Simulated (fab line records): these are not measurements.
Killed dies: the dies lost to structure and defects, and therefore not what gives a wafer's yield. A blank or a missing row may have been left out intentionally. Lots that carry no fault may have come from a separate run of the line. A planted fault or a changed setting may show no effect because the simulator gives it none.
fab line records	flow sfq_line
[record] lots = 5	wafers = 23
route steps=325 shown JJ@182 M5@201 A5B@209 R5@213 I5@230
start_h: hours from the record's first day to the start of the lot's first wafer shown	wait_h: hours elapsed since this lot's preceding step	" repeats the value in the row above	L1.1+2: several wafers, shown together as one row	- value missing, or start not given	* or withheld: withheld	< > ~ a bound
route shown NAME@n: names a module that has steps shown in the file, with the first one's number in the route	usual: the fault-free wafers' mean and standard deviation	same: alike in all rows	chamber/n: place in a boat	sites: readings site by site	_std_site: their standard deviation	_edge_site: the outer-site mean with the inner-site mean subtracted	radius_mm: for every site, how far away it sits from the centre of the wafer	mask NAME#n: copy n	behind: the tool/chamber that last shaped the wafer	hold: what put the lot on hold/how long, in hours/how the hold closed	device: names the non-switching transistor (n, p or np)	end of line: at the end of the route, the tests of the same wafers	a step without rows: its recipe alone	killed: not the wafer's yield, but the dies lost to structure and defects at the first sort	map: a wafer's dies, x killed, . not, _ none there
set.NAME: the setting the step ran with; set.NAME@STEP: the setting that earlier step ran with	model.NAME: the simulator's own value behind a step, which no gauge read
lots run with intentionally changed settings; tables by step, rows by wafer
[[steps]]
[step SFQ_TRILAYER_JJ_TRILAYER_DEP_SPUTTER_112]
[recipe] material = Nb	base_pressure_pa = 1.33e-06	chamber_pressure_pa = 0.1333	substrate_temp_c = 20	target_thk_nm = 170	power_w = 2000	time_s = 113.3
lot.wafer	tool	chamber	start_h	wait_h	set.time_s	model.Nb_of_TRILAYER_JJ_TRILAYER_DEP_SPUTTER_112.thk_nm
L078.2	pvd_sputter-06	-	997.51	0.5	123.9	188.2
L078.3	"	-	"	"	113.3	170.1
L078.4	"	-	"	"	123.9	187
L078.5	"	-	"	"	123.9	185.9
L078.6	"	-	"	"	113.3	172.1
L079.1+3	pvd_sputter-06	-	1017.71	0.5	113.3	167.5
L079.2	"	-	"	"	113.3	167.2
L081.1	pvd_sputter-03	-	1036.91	0.5	113.3	174.2
L081.2	"	-	"	"	113.3	171.5
L081.4	"	-	"	"	113.3	173.4
L081.5	"	-	"	"	113.3	173.8
L081.6	"	-	"	"	113.3	170.8
L083.1	pvd_sputter-03	-	1054.81	0.5	113.3	169.2
L083.3	"	-	"	"	125.2	186.3
L083.4	"	-	"	"	113.3	170.6
L083.5	"	-	"	"	125.2	186
L083.6	"	-	"	"	113.3	168.9
L084.1+5	pvd_sputter-04	-	1056.23	0.5	113.3	171.8
L084.2	"	-	"	"	108.9	164.9
L084.3	"	-	"	"	108.9	165.2
L084.6	"	-	"	"	108.9	166.6
[step SFQ_JJ_RS_MEAS_929]
[recipe] thk_meas_gauge = four-point-probe	reads = Nb_of_TRILAYER_JJ_TRILAYER_DEP_SPUTTER_112
[usual] JJ_NB_RS = 1.050/0.013
lot.wafer	tool	chamber	start_h	wait_h	set.time_s@TRILAYER_JJ_TRILAYER_DEP_SPUTTER_112	JJ_NB_RS[ohm/sq]
L078.2	film_metro-03	-	997.61	0.1	123.9	0.947
L078.3	"	-	"	"	113.3	1.047
L078.4	"	-	"	"	123.9	0.952
L078.5	"	-	"	"	123.9	0.957
L078.6	"	-	"	"	113.3	1.034
L079.1	film_metro-04	-	1017.79	0.0	113.3	1.068
L079.2	"	-	"	"	113.3	1.068
L079.3	"	-	"	"	113.3	1.068
L081.1	film_metro-03	-	1036.99	0.0	113.3	1.020
L081.2	"	-	"	"	113.3	1.040
L081.4	"	-	"	"	113.3	1.025
L081.5	"	-	"	"	113.3	1.025
L081.6	"	-	"	"	113.3	1.043
L083.1	film_metro-01	-	1054.89	0.0	113.3	1.054
L083.3	"	-	"	"	125.2	0.957
L083.4	"	-	"	"	113.3	1.047
L083.5	"	-	"	"	125.2	0.958
L083.6	"	-	"	"	113.3	1.055
L084.1	film_metro-03	-	1056.31	0.0	113.3	1.037
L084.2	"	-	"	"	108.9	1.084
L084.3	"	-	"	"	108.9	1.077
L084.5	"	-	"	"	113.3	1.036
L084.6	"	-	"	"	108.9	1.069
[step SFQ_TRILAYER_JJ_CE_LITHO_PEB_117]
[recipe] peb_temp_c = 115	peb_time_s = 60	resist = KrF
lot.wafer	tool	chamber	start_h	wait_h	set.peb_time_s
L078.2+3+4+5+6	litho_track-03	0	1024.94	0.8	60
L079.1+2+3	litho_track-03	0	1054.83	1.0	60
L081.1+5+6	litho_track-01	0	1075.23	1.0	64.76
L081.2+4	"	0	"	"	60
L083.1+6	litho_track-03	0	1102.05	1.0	60
L083.3+4+5	"	0	"	"	52.18
L084.1+2+3+5+6	litho_track-04	0	1104.45	1.0	60
[step SFQ_TRILAYER_JJ_CE_LITHO_DEVELOP_116]
[recipe] time_s = 60	resist = KrF
[step SFQ_TRILAYER_JJ_CE_METRO_MEASURE_117]
[usual] cd_nm = 699.7/1.2
lot.wafer	tool	chamber	start_h	wait_h	set.peb_time_s@TRILAYER_JJ_CE_LITHO_PEB_117	cd_nm
L078.2	cd_sem-02	-	1025.45	0.2	60	697.9
L078.3	"	-	"	"	60	698.8
L078.4	"	-	"	"	60	699.2
L078.5	"	-	"	"	60	699.0
L078.6	"	-	"	"	60	699.1
L079.1	cd_sem-01	-	1055.16	0.0	60	700.0
L079.2	"	-	"	"	60	700.5
L079.3	"	-	"	"	60	699.6
L081.1	cd_sem-01	-	1075.56	0.0	64.76	688.4
L081.2	"	-	"	"	60	699.3
L081.4	"	-	"	"	60	699.7
L081.5	"	-	"	"	64.76	687.3
L081.6	"	-	"	"	64.76	687.0
L083.1	cd_sem-01	-	1102.38	0.0	60	699.5
L083.3	"	-	"	"	52.18	719.4
L083.4	"	-	"	"	52.18	719.2
L083.5	"	-	"	"	52.18	719.9
L083.6	"	-	"	"	60	700.1
L084.1	cd_sem-02	-	1104.78	0.0	60	699.4
L084.2	"	-	"	"	60	699.1
L084.3	"	-	"	"	60	699.6
L084.5	"	-	"	"	60	700.1
L084.6	"	-	"	"	60	700.0
[step SFQ_TRILAYER_JJ_CE_BARC_OPEN_RIE_150]
[recipe] mask_material = PR	chemistry = O2	target_depth_nm = 240	target = BARC	icp_w = 600	bias_w = 80	pressure_mtorr = 10	time_s = 80
lot.wafer	tool	chamber	start_h	wait_h	set.pressure_mtorr	set.peb_time_s@TRILAYER_JJ_CE_LITHO_PEB_117	model.JJ.cd_nm
L078.2	rie_metal-04	0	1026.45	0.8	10	60	696.9
L078.3	"	0	"	"	10	60	698
L078.4	"	1	"	"	10	60	697.9
L078.5	"	0	"	"	10	60	698.4
L078.6	"	1	"	"	10	60	698.1
L079.1	rie_metal-04	1	1056.36	1.0	10	60	698.5
L079.2	"	0	"	"	10	60	700.7
L079.3	"	1	"	"	10	60	698.8
L081.1	rie_metal-04	1	1076.76	1.0	11.48	64.76	687.1
L081.2	"	0	"	"	11.48	60	698.2
L081.4	"	0	"	"	11.48	60	698.6
L081.5	"	1	"	"	11.48	64.76	685
L081.6	"	0	"	"	11.48	64.76	685.9
L083.1	rie_metal-02	1	1103.58	1.0	9.29	60	698.7
L083.3	"	1	"	"	9.29	52.18	719.4
L083.4	"	0	"	"	9.29	52.18	719.6
L083.5	"	0	"	"	9.29	52.18	720.3
L083.6	"	1	"	"	9.29	60	699.9
L084.1	rie_metal-04	1	1105.98	1.0	8.979	60	698.1
L084.2	"	0	"	"	8.979	60	698.9
L084.3	"	0	"	"	8.979	60	699.8
L084.5	"	1	"	"	8.979	60	699.4
L084.6	"	0	"	"	8.979	60	700
[step SFQ_TRILAYER_M5_LITHO_EXPOSE_124]
[recipe] mask_id = M5	na = 0.6	source_shape = conventional	sigma_outer = 0.65	target_cd_nm = 700	dose_mj = 14.4
lot.wafer	tool	chamber	start_h	wait_h	mask	set.dose_mj
L078.2+3	krf_scanner-02	0	1119.54	-	M5#0	15.34
L078.4+5+6	"	0	"	"	M5#0	14.4
L079.1+2+3	krf_scanner-02	0	1134.94	-	M5#0	14.4
L081.1+2+5	krf_scanner-02	0	1147.79	-	M5#0	14.4
L081.4+6	"	0	"	"	M5#0	13.71
L083.1+3+4+5+6	krf_scanner-02	0	-	-	M5#0	14.4
L084.1+2+3+5+6	krf_scanner-02	0	1170.90	-	M5#0	14.4
[step SFQ_TRILAYER_M5_LITHO_PEB_126]
[recipe] peb_temp_c = 115	peb_time_s = 60	resist = KrF
[step SFQ_TRILAYER_M5_LITHO_DEVELOP_125]
[recipe] time_s = 60	resist = KrF
[step SFQ_TRILAYER_M5_BARC_OPEN_METAL_ETCH_161]
[recipe] mask_material = PR	chemistry = O2	target_depth_nm = 125	target = BARC	icp_w = 600	bias_w = 80	pressure_mtorr = 10	time_s = 41.7
lot.wafer	tool	chamber	start_h	wait_h	set.dose_mj@TRILAYER_M5_LITHO_EXPOSE_124	model.M5.cd_nm
L078.2	rie_metal-03	1	1120.88	0.0	15.34	686.9
L078.3	"	0	"	"	15.34	689.1
L078.4	"	1	"	"	14.4	698.2
L078.5	"	0	"	"	14.4	698.4
L078.6	"	1	"	"	14.4	697.4
L079.1	rie_metal-01	0	1136.48	0.0	14.4	701
L079.2	"	1	"	"	14.4	701.6
L079.3	"	0	"	"	14.4	703.3
L081.1	rie_metal-01	0	1149.33	0.0	14.4	699.5
L081.2	"	1	"	"	14.4	699.8
L081.4	"	1	"	"	13.71	707.6
L081.5	"	0	"	"	14.4	698.1
L081.6	"	1	"	"	13.71	707.2
L083.1	rie_metal-03	1	1170.28	0.0	14.4	699.8
L083.3	"	0	"	"	14.4	701.3
L083.4	"	1	"	"	14.4	699.2
L083.5	"	0	"	"	14.4	699.6
L083.6	"	1	"	"	14.4	698.7
L084.1	rie_metal-03	1	1172.43	0.0	14.4	700.7
L084.2	"	0	"	"	14.4	702.2
L084.3	"	0	"	"	14.4	700.6
L084.5	"	0	"	"	14.4	703
L084.6	"	1	"	"	14.4	699.9
[step SFQ_TRILAYER_M5_ETCH_METAL_ETCH_126]
[recipe] target = Nb	stop_on = SiO2	mask_material = PR	over_etch_frac = 0.15	time_s = 203.2	chemistry = Cl2/BCl3	target_depth_nm = 265	icp_w = 600	bias_w = 80	pressure_mtorr = 10
lot.wafer	tool	chamber	start_h	wait_h	set.dose_mj@TRILAYER_M5_LITHO_EXPOSE_124	model.M5.cd_nm
L078.2	rie_metal-03	1	1120.93	0.0	15.34	689
L078.3	"	0	"	"	15.34	691.8
L078.4	"	1	"	"	14.4	699.9
L078.5	"	0	"	"	14.4	701.2
L078.6	"	1	"	"	14.4	699.5
L079.1	rie_metal-01	0	1136.53	0.0	14.4	703
L079.2	"	1	"	"	14.4	699.7
L079.3	"	0	"	"	14.4	704.4
L081.1	rie_metal-01	0	1149.38	0.0	14.4	700.9
L081.2	"	1	"	"	14.4	697.6
L081.4	"	1	"	"	13.71	705.8
L081.5	"	0	"	"	14.4	698.9
L081.6	"	1	"	"	13.71	703.8
L083.1	rie_metal-03	1	1170.34	0.0	14.4	700.1
L083.3	"	0	"	"	14.4	702.4
L083.4	"	1	"	"	14.4	699
L083.5	"	0	"	"	14.4	699.8
L083.6	"	1	"	"	14.4	699.1
L084.1	rie_metal-03	1	1172.49	0.0	14.4	702.5
L084.2	"	0	"	"	14.4	704.8
L084.3	"	0	"	"	14.4	702.6
L084.5	"	0	"	"	14.4	705.4
L084.6	"	1	"	"	14.4	701.3
[step SFQ_TRILAYER_A5B_DEP_PECVD_129]
[recipe] material = SiO2	temp_c = 150	time_s = 133.33	pressure_torr = 2.4	rf_w = 183.3	precursor = SiH4/N2O	target_thk_nm = 600
lot.wafer	tool	chamber	start_h	wait_h	set.time_s	model.SiO2_of_TRILAYER_A5B_DEP_PECVD_129.thk_nm
L078.2	pecvd-02	0	1121.90	0.0	133.33	602.7
L078.3	"	2	"	"	150.2	677.4
L078.4	"	1	"	"	150.2	681.1
L078.5	"	2	"	"	150.2	690.4
L078.6	"	0	"	"	133.33	612.1
L079.1	pecvd-02	0	1137.50	0.0	133.33	585.5
L079.2	"	1	"	"	133.33	595.8
L079.3	"	2	"	"	133.33	598.6
L081.1	pecvd-03	1	1150.35	0.0	133.33	601.7
L081.2	"	0	"	"	133.33	597.6
L081.4	"	0	"	"	133.33	604.2
L081.5	"	2	"	"	133.33	603.5
L081.6	"	1	"	"	133.33	607
L083.1+3	pecvd-02	2,0	1171.33	0.0	133.33	592
L083.4	"	0	"	"	133.33	587.5
L083.5	"	1	"	"	152.3	692.8
L083.6	"	2	"	"	152.3	685.1
L084.1	pecvd-03	1	1173.46	0.0	133.33	593.5
L084.2	"	2	"	"	133.33	600.2
L084.3	"	0	"	"	133.33	598.9
L084.5	"	1	"	"	133.33	608.8
L084.6	"	2	"	"	133.33	599.7
[step SFQ_TRILAYER_R5_DEP_SPUTTER_133]
[recipe] material = MoNx	base_pressure_pa = 1.33e-06	target_thk_nm = 40	power_w = 1000	time_s = 66.7	chamber_pressure_pa = 0.4
lot.wafer	tool	chamber	start_h	wait_h	set.power_w	model.MoNx_of_TRILAYER_R5_DEP_SPUTTER_133.thk_nm
L078.2	pvd_sputter-04	-	1169.36	0.0	1000	40.22
L078.3	"	-	"	"	1000	39.83
L078.4	"	-	"	"	1000	39.71
L078.5	"	-	"	"	895.8	35.92
L078.6	"	-	"	"	895.8	35.71
L079.1	pvd_sputter-04	-	1184.36	0.0	1000	40.42
L079.2	"	-	"	"	1000	40.22
L079.3	"	-	"	"	1000	40.3
L081.1	pvd_sputter-04	-	1197.48	0.0	1000	40.05
L081.2	"	-	"	"	887.8	35.89
L081.4	"	-	"	"	1000	40.3
L081.5	"	-	"	"	1000	40.39
L081.6	"	-	"	"	887.8	35.21
L083.1	pvd_sputter-05	-	1215.48	0.0	1000	40.39
L083.3	"	-	"	"	1000	39.85
L083.4	"	-	"	"	954.8	37.96
L083.5	"	-	"	"	954.8	38.01
L083.6	"	-	"	"	954.8	38.43
L084.1	pvd_sputter-05	-	1218.48	0.0	1108	43.97
L084.2	"	-	"	"	1000	39.45
L084.3	"	-	"	"	1000	39.7
L084.5	"	-	"	"	1108	43.85
L084.6	"	-	"	"	1108	43.69
[step SFQ_TRILAYER_R5_DEP_SPUTTER_134]
[recipe] material = Ti	base_pressure_pa = 1.33e-06	target_thk_nm = 5	power_w = 2000	time_s = 5	chamber_pressure_pa = 0.4
[step SFQ_R5_RS_MEAS_933]
[recipe] thk_meas_gauge = four-point-probe	reads = Ti_of_TRILAYER_R5_DEP_SPUTTER_134+MoNx_of_TRILAYER_R5_DEP_SPUTTER_133+Ti_of_TRILAYER_R5_DEP_SPUTTER_132
[usual] R5_MONX_RS = 7.07/0.081
lot.wafer	tool	chamber	start_h	wait_h	set.power_w@TRILAYER_R5_DEP_SPUTTER_133	R5_MONX_RS[ohm/sq]
L078.2	film_metro-02	-	1169.46	0.0	1000	6.99
L078.3	"	-	"	"	1000	7.04
L078.4	"	-	"	"	1000	7.10
L078.5	"	-	"	"	895.8	7.79
L078.6	"	-	"	"	895.8	7.82
L079.1	film_metro-02	-	1184.44	0.0	1000	6.98
L079.2	"	-	"	"	1000	7.00
L079.3	"	-	"	"	1000	7.00
L081.1	film_metro-02	-	1197.55	0.0	1000	7.04
L081.2	"	-	"	"	887.8	7.80
L081.4	"	-	"	"	1000	7.00
L081.5	"	-	"	"	1000	6.96
L081.6	"	-	"	"	887.8	7.91
L083.1	film_metro-04	-	1215.55	0.0	1000	7.00
L083.3	"	-	"	"	1000	7.08
L083.4	"	-	"	"	954.8	7.41
L083.5	"	-	"	"	954.8	7.37
L083.6	"	-	"	"	954.8	7.32
L084.1	film_metro-01	-	1218.55	0.0	1108	6.46
L084.2	"	-	"	"	1000	7.16
L084.3	"	-	"	"	1000	7.11
L084.5	"	-	"	"	1108	6.49
L084.6	"	-	"	"	1108	6.50
[step SFQ_R5_THK_MEAS_934]
[recipe] thk_meas_gauge = xrf	reads = MoNx_of_TRILAYER_R5_DEP_SPUTTER_133
[usual] R5_MONX_THK = 39.9/0.49
lot.wafer	tool	chamber	start_h	wait_h	set.power_w@TRILAYER_R5_DEP_SPUTTER_133	R5_MONX_THK[nm]
L078.2	film_metro-02	-	1169.57	0.1	1000	40.2
L078.3	"	-	"	"	1000	39.7
L078.4	"	-	"	"	1000	39.6
L078.5	"	-	"	"	895.8	35.8
L078.6	"	-	"	"	895.8	35.5
L079.1	film_metro-02	-	1184.56	0.1	1000	40.5
L079.2	"	-	"	"	1000	40.2
L079.3	"	-	"	"	1000	40.3
L081.1	film_metro-02	-	1197.67	0.1	1000	40.2
L081.2	"	-	"	"	887.8	35.9
L081.4	"	-	"	"	1000	40.3
L081.5	"	-	"	"	1000	40.3
L081.6	"	-	"	"	887.8	35.3
L083.1	film_metro-04	-	1215.67	0.1	1000	40.1
L083.3	"	-	"	"	1000	39.5
L083.4	"	-	"	"	954.8	37.8
L083.5	"	-	"	"	954.8	37.9
L083.6	"	-	"	"	954.8	38.2
L084.1	film_metro-01	-	1218.67	0.1	1108	44.2
L084.2	"	-	"	"	1000	39.7
L084.3	"	-	"	"	1000	39.8
L084.5	"	-	"	"	1108	43.8
L084.6	"	-	"	"	1108	43.5
[step SFQ_TRILAYER_R5_LITHO_COAT_136]
[recipe] resist = KrF	spin_rpm = 3000	resist_thk_nm = 600
lot.wafer	tool	chamber	start_h	wait_h	set.spin_rpm	model.KrF_of_TRILAYER_R5_LITHO_COAT_136.thk_nm
L078.2	litho_track-01	0	1169.97	0.2	3000	596.4
L078.3	"	0	"	"	3000	598.2
L078.4	"	0	"	"	3146	583.1
L078.5	"	0	"	"	3146	-
L078.6	"	0	"	"	3000	-
L079.1	litho_track-04	0	1184.92	0.2	3000	604.9
L079.2	"	0	"	"	3000	602.5
L079.3	"	0	"	"	3000	602.2
L081.1	litho_track-01	0	1198.03	0.2	3000	601.6
L081.2+6	"	0	"	"	2883	-
L081.4	"	0	"	"	3000	600.7
L081.5	"	0	"	"	2883	612.2
L083.1+5	litho_track-02	0	1216.03	0.2	3000	598
L083.3	"	0	"	"	3000	597.3
L083.4	"	0	"	"	3000	597.7
L083.6	"	0	"	"	3000	599.7
L084.1+5	litho_track-04	0	1219.03	0.2	3180	-
L084.2	"	0	"	"	3000	599.5
L084.3	"	0	"	"	3180	582.5
L084.6	"	0	"	"	3000	-
[step SFQ_TRILAYER_R5_BARC_OPEN_METAL_ETCH_177]
[recipe] mask_material = PR	chemistry = O2	target_depth_nm = 125	target = BARC	icp_w = 600	bias_w = 80	pressure_mtorr = 10	time_s = 41.7
lot.wafer	tool	chamber	start_h	wait_h	set.bias_w	set.spin_rpm@TRILAYER_R5_LITHO_COAT_136	model.KrF_of_TRILAYER_R5_LITHO_COAT_136.thk_nm
L078.2	rie_metal-02	1	1235.03	0.0	74.51	3000	521
L078.3	"	0	"	"	80	3000	521
L078.4	"	1	"	"	80	3146	506.6
L078.5	"	1	"	"	74.51	3146	-
L078.6	"	0	"	"	80	3000	-
L079.1	rie_metal-01	0	1249.83	0.0	80	3000	528
L079.2	"	0	"	"	80	3000	525.8
L079.3	"	0	"	"	80	3000	525.2
L081.1	rie_metal-01	1	1263.03	0.0	80	3000	524.1
L081.2+6	"	0	"	"	80	2883	-
L081.4	"	0	"	"	80	3000	523.7
L081.5	"	1	"	"	80	2883	535.2
L083.1	rie_metal-03	0	1284.63	0.0	77.12	3000	522
L083.3	"	1	"	"	80	3000	519.7
L083.4	"	0	"	"	80	3000	521.5
L083.5	"	1	"	"	77.12	3000	521.2
L083.6	"	0	"	"	77.12	3000	523.8
L084.1	rie_metal-02	0	1288.23	0.0	80	3180	-
L084.2	"	0	"	"	88	3000	521.1
L084.3	"	0	"	"	80	3180	505.4
L084.5	"	0	"	"	88	3180	-
L084.6	"	0	"	"	80	3000	-
[step SFQ_TRILAYER_I5_LITHO_COAT_144]
[recipe] resist = KrF	spin_rpm = 3000	resist_thk_nm = 650
lot.wafer	tool	chamber	start_h	wait_h	set.resist_thk_nm	model.KrF_of_TRILAYER_I5_LITHO_COAT_144.thk_nm
L078.2	litho_track-03	0	1236.30	0.2	614.6	615.5
L078.3	"	0	"	"	614.6	617.6
L078.4	"	0	"	"	650	651.2
L078.5	"	0	"	"	650	650.6
L078.6	"	0	"	"	650	650.7
L079.1	litho_track-04	0	1251.85	0.2	650	651
L079.2	"	0	"	"	650	650.3
L079.3	"	0	"	"	650	652.5
L081.1	litho_track-02	0	1264.25	0.2	650	648.2
L081.2	"	0	"	"	675.8	675.3
L081.4	"	0	"	"	675.8	675
L081.5	"	0	"	"	650	647.4
L081.6	"	0	"	"	675.8	674.2
L083.1	litho_track-02	0	1285.85	0.2	650	647.9
L083.3	"	0	"	"	650	646.7
L083.4	"	0	"	"	650	646.6
L083.5	"	0	"	"	650	646.9
L083.6	"	0	"	"	650	642.7
L084.1	litho_track-03	0	1290.17	0.2	650	650.3
L084.2	"	0	"	"	650	649.4
L084.3	"	0	"	"	628.9	630.8
L084.5	"	0	"	"	650	651.7
L084.6	"	0	"	"	628.9	631.3
[step SFQ_TRILAYER_I5_LITHO_SOFTBAKE_148]
[recipe] temp_c = withheld	time_s = withheld	resist = KrF
[step SFQ_TRILAYER_I5_LITHO_EXPOSE_145]
[recipe] mask_id = I5	na = 0.6	source_shape = conventional	sigma_outer = 0.65	target_cd_nm = 700	dose_mj = 21.3
[step SFQ_TRILAYER_I5_LITHO_DEVELOP_146]
[recipe] time_s = 60	resist = KrF
[step SFQ_TRILAYER_I5_BARC_OPEN_VIA_ETCH_200]
[recipe] mask_material = PR	chemistry = O2	target_depth_nm = 125	target = BARC	source_w = 500	bias_w = 80	pressure_mtorr = 30	time_s = 41.7
lot.wafer	tool	chamber	start_h	wait_h	set.resist_thk_nm@TRILAYER_I5_LITHO_COAT_144	model.KrF_of_TRILAYER_I5_LITHO_COAT_144.thk_nm
L078.2	rie_diel-04	2	1287.19	0.0	614.6	538.8
L078.3	"	1	"	"	614.6	541.1
L078.4	"	0	"	"	650	573.9
L078.5	"	2	"	"	650	574.4
L078.6	"	1	"	"	650	573.8
L079.1	rie_diel-04	3	1296.79	0.0	650	574.4
L079.2	"	1	"	"	650	573.2
L079.3	"	2	"	"	650	576.1
L081.1	rie_diel-04	0	1343.24	0.0	650	571.6
L081.2	"	1	"	"	675.8	598.6
L081.4	"	3	"	"	675.8	597.2
L081.5	"	1	"	"	650	570.3
L081.6	"	0	"	"	675.8	597.6
L083.1	rie_diel-01	2	1362.44	0.0	650	571.3
L083.3	"	0	"	"	650	568.5
L083.4	"	1	"	"	650	569.1
L083.5	"	0	"	"	650	568.7
L083.6	"	1	"	"	650	565.2
L084.1	rie_diel-02	0	1368.44	0.0	650	573.6
L084.2	"	2	"	"	650	571.9
L084.3	"	3	"	"	628.9	554.1
L084.5	"	3	"	"	650	574.8
L084.6	"	0	"	"	628.9	554.8
[[key]]
[split] step = SFQ_TRILAYER_JJ_TRILAYER_DEP_SPUTTER_112	setting = time_s	stated = 113.3	by = wafer
[response] step = SFQ_TRILAYER_JJ_TRILAYER_DEP_SPUTTER_112	reading = model.Nb_of_TRILAYER_JJ_TRILAYER_DEP_SPUTTER_112.thk_nm	change = +1.63	per = 1%	r = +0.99
[response] step = SFQ_JJ_RS_MEAS_929	reading = JJ_NB_RS	change = -0.00927	per = 1%	r = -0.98
[split] step = SFQ_TRILAYER_JJ_CE_LITHO_PEB_117	setting = peb_time_s	stated = 60	by = wafer
[response] step = SFQ_TRILAYER_JJ_CE_METRO_MEASURE_117	reading = cd_nm	change = -1.51	per = 1%	r = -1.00
[response] step = SFQ_TRILAYER_JJ_CE_BARC_OPEN_RIE_150	reading = model.JJ.cd_nm	change = -1.57	per = 1%	r = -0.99
[split] step = SFQ_TRILAYER_JJ_CE_BARC_OPEN_RIE_150	setting = pressure_mtorr	stated = 10	by = lot
response none clear
[split] step = SFQ_TRILAYER_M5_LITHO_EXPOSE_124	setting = dose_mj	stated = 14.4	by = wafer
[response] step = SFQ_TRILAYER_M5_BARC_OPEN_METAL_ETCH_161	reading = model.M5.cd_nm	change = -1.6	per = 1%	r = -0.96
[response] step = SFQ_TRILAYER_M5_ETCH_METAL_ETCH_126	reading = model.M5.cd_nm	change = -1.39	per = 1%	r = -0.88
[split] step = SFQ_TRILAYER_A5B_DEP_PECVD_129	setting = time_s	stated = 133.33	by = wafer
[response] step = SFQ_TRILAYER_A5B_DEP_PECVD_129	reading = model.SiO2_of_TRILAYER_A5B_DEP_PECVD_129.thk_nm	change = +6.5	per = 1%	r = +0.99
[split] step = SFQ_TRILAYER_R5_DEP_SPUTTER_133	setting = power_w	stated = 1000	by = wafer
[response] step = SFQ_TRILAYER_R5_DEP_SPUTTER_133	reading = model.MoNx_of_TRILAYER_R5_DEP_SPUTTER_133.thk_nm	change = +0.405	per = 1%	r = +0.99
[response] step = SFQ_R5_RS_MEAS_933	reading = R5_MONX_RS	change = -0.07	per = 1%	r = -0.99
[response] step = SFQ_R5_THK_MEAS_934	reading = R5_MONX_THK	change = +0.4	per = 1%	r = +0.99
[split] step = SFQ_TRILAYER_R5_LITHO_COAT_136	setting = spin_rpm	stated = 3000	by = wafer
[response] step = SFQ_TRILAYER_R5_LITHO_COAT_136	reading = model.KrF_of_TRILAYER_R5_LITHO_COAT_136.thk_nm	change = -2.86	per = 1%	r = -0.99
[response] step = SFQ_TRILAYER_R5_BARC_OPEN_METAL_ETCH_177	reading = model.KrF_of_TRILAYER_R5_LITHO_COAT_136.thk_nm	change = -2.8	per = 1%	r = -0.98
[split] step = SFQ_TRILAYER_R5_BARC_OPEN_METAL_ETCH_177	setting = bias_w	stated = 80	by = wafer
response none clear
[split] step = SFQ_TRILAYER_I5_LITHO_COAT_144	setting = resist_thk_nm	stated = 650	by = wafer
[response] step = SFQ_TRILAYER_I5_LITHO_COAT_144	reading = model.KrF_of_TRILAYER_I5_LITHO_COAT_144.thk_nm	change = +6.38	per = 1%	r = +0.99
[response] step = SFQ_TRILAYER_I5_BARC_OPEN_VIA_ETCH_200	reading = model.KrF_of_TRILAYER_I5_LITHO_COAT_144.thk_nm	change = +6.32	per = 1%	r = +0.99
